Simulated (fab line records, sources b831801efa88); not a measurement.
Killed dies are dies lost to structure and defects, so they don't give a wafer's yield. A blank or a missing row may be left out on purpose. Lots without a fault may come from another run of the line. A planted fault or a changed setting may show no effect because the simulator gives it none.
fab line records | flow sfq_line
record lots=7 wafers=21 last_day=80
route steps=325 shown I3@147 M4@148
lots that met no fault: from a run of the same line without faults
start_h: hours from the record's first day to the start of the lot's first wafer shown | wait_h: hours since the lot's step before | " the same as in the row above | L1.1+2: a row that stands for several wafers | - no value, or no start given | * or withheld: withheld | < > ~ a bound
route shown NAME@n: a module of which the file shows steps, and the number in the route of the first | usual: mean/standard deviation of fault-free wafers | same: alike in all rows | chamber/n: place in a boat | sites: the reading at each site | _std_site: their standard deviation | _edge_site: outer sites' mean less inner sites' | radius_mm: how far each site lies from the wafer's centre | mask NAME#n: copy n | behind: the tool/chamber that last shaped the wafer | hold: why the lot was held/for how many hours/how that ended | device: the transistor (n, p or np) that didn't switch | end of line: the same wafers' tests at the end of the route | a step without rows: its recipe alone | killed: dies lost to structure and defects at the first sort, not the wafer's yield | map: a wafer's dies, x killed, . not, _ none there
set.NAME: the setting as run; set.NAME@STEP: as run at that earlier step | model.NAME: the simulator's own value behind a step, which no gauge read
lots at some steps of the route; a table a step, a row a wafer
services: from which hour (start_h, from the record's first day; less than 0 if before it) a tool's chamber was out of use, for how many hours, and why
## steps
# step SFQ_TRILAYER_I3_VIA_STRIP_SOLV_CLEAN_090
# recipe chemistry=NMP temp_c=70 time_s=600
# step SFQ_TRILAYER_M4_DEP_PRE_CLEAN_092
# recipe gas=Ar time_s=22.5 bias_v=250
# step SFQ_TRILAYER_M4_DEP_SPUTTER_091
# recipe material=Nb base_pressure_pa=1.33e-06 chamber_pressure_pa=0.1333 substrate_temp_c=20 resputter_cathode_voltage_v=400 target_thk_nm=200 power_w=2000 time_s=133.3
# usual cathode_dc_power_W=2000.0/0.37 throttle_valve_pct=30.0/1
# columns lot.wafer tool chamber start_h wait_h cathode_dc_power_W throttle_valve_pct
L223.2 pvd_sputter-04 - 928.14 0.0 1999.6 30.8
L223.4 " - " " 1999.9 29.3
L223.6 " - " " 1999.7 30.7
L234.1 pvd_sputter-05 - 1183.27 0.0 2000.1 29.5
L234.2 " - " " 2000.1 29.3
L234.5 " - " " 2000.7 29.2
L236.1 pvd_sputter-05 - 1209.44 0.0 1999.8 29.6
L236.2 " - " " 1999.5 29.3
L236.6 " - " " 2000.6 29.1
L237.1 pvd_sputter-04 - 1213.04 0.0 2000.0 30.4
L237.4 " - " " 2000.4 30.8
L237.5 " - " " 2000.3 32.0
L238.3 pvd_sputter-03 - 1214.24 0.0 2000.0 29.2
L238.4 " - " " 2000.3 30.3
L238.6 " - " " 2000.5 29.4
L240.3 pvd_sputter-03 - 1220.26 0.0 2000.0 29.2
L240.4 " - " " 2000.3 29.3
L240.5 " - " " 2000.1 29.6
L244.1 pvd_sputter-04 - 1288.62 0.0 2000.2 28.7
L244.2 " - " " 2000.2 30.9
L244.5 " - " " 1999.9 29.2
# step SFQ_M4_RS_MEAS_924
# recipe thk_meas_gauge=four-point-probe reads=Nb_of_TRILAYER_M4_DEP_SPUTTER_091
# usual M4_NB_RS=0.892/0.01
# columns lot.wafer tool chamber start_h wait_h M4_NB_RS[ohm/sq]
L223.2 film_metro-01 - 928.25 0.1 0.872
L223.4 " - " " 0.883
L223.6 " - " " 0.876
L234.1 film_metro-01 - 1183.36 0.0 0.912
L234.2 " - " " 0.917
L234.5 " - " " 0.915
L236.1 film_metro-03 - 1209.53 0.0 0.898
L236.2 " - " " 0.908
L236.6 " - " " 0.907
L237.1 film_metro-04 - 1213.13 0.0 0.888
L237.4 " - " " 0.885
L237.5 " - " " 0.879
L238.3 film_metro-01 - 1214.37 0.1 0.880
L238.4 " - " " 0.880
L238.6 " - " " 0.885
L240.3 film_metro-03 - 1220.39 0.1 0.886
L240.4 " - " " 0.899
L240.5 " - " " 0.896
L244.1 film_metro-03 - 1288.71 0.0 0.899
L244.2 " - " " 0.884
L244.5 " - " " 0.893
# step SFQ_TRILAYER_M4_LITHO_COAT_098
# recipe resist=BARC spin_rpm=3000 resist_thk_nm=62
# step SFQ_TRILAYER_M4_LITHO_COAT_093
# recipe resist=KrF spin_rpm=3000 resist_thk_nm=600
# step SFQ_TRILAYER_M4_LITHO_SOFTBAKE_097
# recipe temp_c=withheld time_s=withheld resist=KrF
# step SFQ_TRILAYER_M4_LITHO_EXPOSE_094
# recipe mask_id=M4 na=0.6 source_shape=conventional sigma_outer=0.65 target_cd_nm=500 dose_mj=14.4
# step SFQ_TRILAYER_M4_LITHO_PEB_096
# recipe peb_temp_c=115 peb_time_s=60 resist=KrF
# step SFQ_TRILAYER_M4_LITHO_DEVELOP_095
# recipe time_s=60 resist=KrF
# step SFQ_M4_OVL_MEAS_926
# usual M4_OVL=-3/5.6
# columns lot.wafer tool chamber start_h wait_h M4_OVL[nm]
L223.2 overlay-01 - 1067.41 0.1 7
L223.4 " - " " 0
L223.6 " - " " -4
L234.1 overlay-01 - 1314.78 0.1 -11
L234.2 " - " " -6
L234.5 " - " " -6
L236.1 overlay-01 - 1331.58 0.1 -1
L236.2 " - " " -1
L236.6 " - " " -4
L237.1 overlay-02 - 1335.89 0.1 -7
L237.4 " - " " -1
L237.5 " - " " -2
L238.3 overlay-01 - 1337.10 0.1 -6
L238.4 " - " " -7
L238.6 " - " " -5
L240.3 overlay-02 - 1345.50 0.1 -15
L240.4 " - " " -13
L240.5 " - " " -13
L244.1 overlay-02 - 1395.51 0.1 5
L244.2 " - " " -7
L244.5 " - " " 1
# step SFQ_TRILAYER_M4_BARC_OPEN_METAL_ETCH_123
# recipe mask_material=PR chemistry=O2 target_depth_nm=125 target=BARC icp_w=600 bias_w=80 pressure_mtorr=10 time_s=41.7
# usual bias_w=80.04/0.23 drypump_motor_current_A=5.9/0.57 oes_product_au=0.685/0.0042 run_length_s=70.0/0.31
# columns lot.wafer tool chamber start_h wait_h bias_w drypump_motor_current_A oes_product_au rf_hours_counter_h run_length_s model.KrF_of_TRILAYER_M4_LITHO_COAT_093.thk_nm
L223.2 rie_metal-04 1 1067.44 0.0 80.05 4.8 0.693 71 70.1 524.5
L223.4 " 1 " " 80.24 4.7 0.680 - 70.1 522.9
L223.6 " 0 " " 80.23 5.7 0.689 - 69.9 524
L234.1 rie_metal-03 0 1314.81 0.0 80.49 5.5 0.686 7 70.3 525.6
L234.2 " 1 " " 79.85 6.1 0.684 69 69.6 526.6
L234.5 " 1 " " 79.93 6.1 0.694 - 70.0 527
L236.1 rie_metal-03 1 1331.61 0.0 - 6.1 0.866 72 58.8 535.5
L236.2 " 0 " " 79.73 5.5 0.686 10 70.1 519.5
L236.6 " 0 " " 80.03 5.4 0.689 - 69.7 519.4
L237.1 rie_metal-03 0 1335.93 0.0 - 5.5 0.870 10 58.9 534.9
L237.4 " 0 " " - 5.5 0.870 - 59.2 536.3
L237.5 " 0 " " - 5.5 0.866 - 59.0 536.4
L238.3 rie_metal-02 1 1337.15 0.0 79.80 6.3 0.679 - 69.7 524.9
L238.4 " 0 " " 80.00 6.5 0.688 - 70.0 523.4
L238.6 " 0 " " 79.95 6.6 0.681 - 70.4 524.2
L240.3 rie_metal-03 1 1345.55 0.0 80.10 6.1 0.686 - 69.8 526
L240.4 " 0 " " - 5.5 0.873 - 59.2 539.9
L240.5 " 1 " " - 6.1 0.861 - 59.1 538.2
L244.1 rie_metal-02 1 1395.54 0.0 80.19 6.3 0.684 123 69.9 524.3
L244.2 " 0 " " 80.11 6.5 0.687 85 70.0 523.3
L244.5 " 0 " " 79.76 6.5 0.688 - 70.0 524
# step SFQ_TRILAYER_M4_ETCH_METAL_ETCH_096
# recipe target=Nb stop_on=SiO2 mask_material=PR chemistry=Cl2/Ar target_depth_nm=240 icp_w=600 bias_w=80 pressure_mtorr=10 time_s=120
# usual bias_w=80.04/0.22 drypump_motor_current_A=5.9/0.57 oes_product_au=0.893/0.0075 run_length_s=148.26/0.3
# columns lot.wafer tool chamber start_h wait_h bias_w drypump_motor_current_A oes_product_au rf_hours_counter_h run_length_s model.KrF_of_TRILAYER_M4_LITHO_COAT_093.thk_nm
L223.2 rie_metal-04 1 1067.50 0.0 79.55 4.7 0.902 71 148.41 381.6
L223.4 " 1 " " 79.86 4.7 0.895 - 148.69 381
L223.6 " 0 " " 80.21 5.7 0.896 - 148.11 383.2
L234.1 rie_metal-03 0 1314.87 0.0 79.85 5.5 0.881 7 147.92 385.4
L234.2 " 1 " " 79.87 6.1 0.883 69 148.07 386.9
L234.5 " 1 " " 80.04 6.1 0.875 - 148.10 388.1
L236.1 rie_metal-03 1 1331.67 0.0 79.79 6.2 0.892 72 148.35 396.6
L236.2 " 0 " " 80.31 5.5 0.892 10 148.33 379.1
L236.6 " 0 " " 80.61 5.5 0.884 - 148.18 378
L237.1 rie_metal-03 0 1335.99 0.0 79.90 5.5 0.897 10 148.04 391.9
L237.4 " 0 " " 79.94 5.5 0.893 - 148.05 393.6
L237.5 " 0 " " 79.71 5.5 0.892 - 148.51 394.7
L238.3 rie_metal-02 1 1337.23 0.1 79.87 6.3 0.899 - 148.02 384.3
L238.4 " 0 " " 80.08 6.5 0.898 - 148.66 382.2
L238.6 " 0 " " 80.20 6.5 0.906 - 148.36 382.2
L240.3 rie_metal-03 1 1345.63 0.1 80.00 6.2 0.897 - 148.74 386.3
L240.4 " 0 " " 79.78 5.5 0.883 - 148.00 397.5
L240.5 " 1 " " 80.40 6.1 0.888 - 148.09 398.3
L244.1 rie_metal-02 1 1395.60 0.0 80.01 6.3 0.879 123 148.21 383.1
L244.2 " 0 " " 79.94 6.6 0.899 85 148.27 382.8
L244.5 " 0 " " 80.00 6.6 0.904 - 148.35 383.8
# step SFQ_TRILAYER_M4_STRIP_STRIP_097
# recipe gas=O2 power_w=200 platen_temp_c=40 overash_fraction=0.65 chemistry=O2 pressure_mtorr=50
# usual drypump_motor_current_A=5.9/0.57 oes_product_au=1.002/0.0091
# columns lot.wafer tool chamber start_h wait_h drypump_motor_current_A oes_product_au rf_hours_counter_h
L223.2 rie_metal-04 1 1067.62 0.1 4.8 1.004 71
L223.4 " 1 " " 4.7 1.010 -
L223.6 " 0 " " 5.6 1.016 -
L234.1 rie_metal-03 0 1315.00 0.1 5.5 1.005 7
L234.2 " 1 " " 6.1 0.989 69
L234.5 " 1 " " 6.1 0.996 -
L236.1 rie_metal-03 1 1331.80 0.1 6.1 0.991 72
L236.2 " 0 " " 5.5 1.016 10
L236.6 " 0 " " 5.5 1.013 -
L237.1 rie_metal-03 0 1336.11 0.1 5.5 1.015 11
L237.4 " 0 " " 5.5 1.007 -
L237.5 " 0 " " 5.5 1.008 -
L238.3 rie_metal-02 1 1337.51 0.2 6.3 0.994 -
L238.4 " 0 " " 6.5 1.013 -
L238.6 " 0 " " 6.5 1.002 -
L240.3 rie_metal-03 1 1345.91 0.2 6.1 0.997 -
L240.4 " 0 " " 5.5 0.997 -
L240.5 " 1 " " 6.1 0.999 -
L244.1 rie_metal-02 1 1395.73 0.1 6.3 0.997 123
L244.2 " 0 " " 6.6 0.992 85
L244.5 " 0 " " 6.5 0.997 -
## services
# columns tool chamber start_h hours kind
pvd_sputter-05 - 910.38 1.7 repair
rie_metal-03 0 930.73 23.5 repair
rie_metal-02 - 939.96 10.0 pm
rie_metal-03 - 974.51 4.3 pm
rie_metal-03 - 1049.73 14.6 pm
rie_metal-03 - 1070.94 0.4 repair
pvd_sputter-04 - 1117.00 1.1 repair
rie_metal-04 - 1163.46 0.1 repair
rie_metal-04 0 1166.88 22.6 repair
pvd_sputter-05 - 1171.92 8.4 repair
rie_metal-03 1 1194.05 3.8 repair
rie_metal-02 1 1208.39 4.0 repair
rie_metal-03 0 1258.38 - clean
rie_metal-03 0 1258.38 - consumable_replace:focus_ring
rie_metal-03 0 1258.38 16.2 scheduled_down
pvd_sputter-03 - 1276.57 21.6 repair
pvd_sputter-03 - 1291.77 10.3 repair
rie_metal-04 1 1308.36 5.9 repair
rie_metal-04 - 1313.85 2.8 pm
pvd_sputter-05 - 1341.00 2.2 repair
rie_metal-04 - 1362.68 1.5 repair
rie_metal-04 0 1374.70 7.1 repair
pvd_sputter-04 - 1383.72 5.4 repair
rie_metal-04 - 1387.35 0.6 repair
## key
first_sign step=SFQ_TRILAYER_M4_BARC_OPEN_METAL_ETCH_123 reading=oes_product_au direction=up sigmas=44 usual=0.685 struck=0.868
effect step=SFQ_TRILAYER_M4_BARC_OPEN_METAL_ETCH_123 reading=run_length_s direction=down sigmas=35 usual=* struck=*
model_effect step=SFQ_TRILAYER_M4_BARC_OPEN_METAL_ETCH_123 value=KrF_of_TRILAYER_M4_LITHO_COAT_093.thk_nm without=523.3 struck=536.9
model_effect step=SFQ_TRILAYER_M4_ETCH_METAL_ETCH_096 value=KrF_of_TRILAYER_M4_LITHO_COAT_093.thk_nm without=381.9 struck=395.4
met_at SFQ_TRILAYER_M4_BARC_OPEN_METAL_ETCH_123
struck_wafers L236.1,L237.1,L237.4,L237.5,L240.4,L240.5
rows_end L240.4
onset_between 1314.81 1331.61
fault kind=process_parameter_drift tool=rie_metal-03 chamber=- onset_h=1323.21 steps=SFQ_TRILAYER_M4_BARC_OPEN_METAL_ETCH_123 channel=time_s offset=* shape=step end_h=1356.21 scope=struck_wafers_only acts_in=* stated=*
# rows_end: these wafers met a further fault down the route, and their rows from its step on are left out
